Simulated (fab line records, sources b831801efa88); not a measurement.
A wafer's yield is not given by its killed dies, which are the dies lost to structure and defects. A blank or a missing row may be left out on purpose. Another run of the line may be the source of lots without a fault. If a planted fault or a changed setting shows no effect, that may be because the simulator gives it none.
Which tool was responsible? + flow sky130 + 6 lots, 18 wafers sampled, at 3 steps of a route of 708

== WHAT THE GAUGES READ, wafer by wafer ==
SKY_CONTACT_THK_MEAS_03.
| lot  | measured     | on            | CONTACT_HDPCVD_THK (nm) |
|------|--------------|---------------|-------------------------|
| L477 | day 30 11:56 | film_metro-04 | 565 566 567             |
| L481 | day 32 00:15 | film_metro-02 | 568 563 568             |
| L483 | day 33 03:41 | film_metro-02 | 566 565 560             |
| L485 | day 33 13:01 | film_metro-02 | 571 567 570             |
| L495 | day 36 10:12 | film_metro-03 | 576 574 572             |
| L497 | day 36 22:27 | film_metro-02 | 567 571 568             |

== EACH LOT AND THE TOOL THAT RAN IT (in order: tool; ch and the chambers of the sampled wafers; start) ==
| lot  | SKY_LI_CONTACT_ETCH_15             | SKY_CONTACT_HDPCVD_02            |
|------|------------------------------------|----------------------------------|
| L477 | rie_diel-03 ch 0,1, day 29 05:32   | hdpcvd-01 ch 1,2, day 30 11:52   |
| L481 | rie_diel-01 ch 0,1, day 30 18:18   | hdpcvd-02 ch 1,2, day 32 00:11   |
| L483 | rie_diel-01 ch 0,2, day 31 22:57   | hdpcvd-02 ch 0,1,2, day 33 03:37 |
| L485 | rie_diel-03 ch 0,2, day 32 08:12   | hdpcvd-01 ch 0,1,2, day 33 12:57 |
| L495 | rie_diel-03 ch 0,1,3, day 35 05:14 | hdpcvd-02 ch 1,2, day 36 10:07   |
| L497 | rie_diel-01 ch 0,2,3, day 35 19:07 | hdpcvd-02 ch 1,2, day 36 22:23   |
- SKY_LI_CONTACT_ETCH_15: etches PSG in C4F8/O2/Ar, stops on Si, target depth 600 nm.
- SKY_CONTACT_HDPCVD_02: deposits SiO2, target thk 565 nm, time 94.2 s.

== THE ANSWER, worked out from the rows above alone ==
Rule: the usual values come from the lots themselves. Put in order of their means at a reading, lots are off if they are a third of the lots or fewer, leave a main group of 4 or more, and stand apart from it by a gap of 3 or more times the standard deviation of the main group's means; of several such gaps the widest counts. If all means in a main group match to the digits the tables above print for the reading, that group is not used. A lot without any number at a reading at which 4 lots or more have one is off too. Where the step has rows for the other lots, those lots are counted as sound.
Across all readings shown, no lot is off: no conclusion can be drawn from this.

== WHAT WAS PUT IN BY THE SIMULATOR ==
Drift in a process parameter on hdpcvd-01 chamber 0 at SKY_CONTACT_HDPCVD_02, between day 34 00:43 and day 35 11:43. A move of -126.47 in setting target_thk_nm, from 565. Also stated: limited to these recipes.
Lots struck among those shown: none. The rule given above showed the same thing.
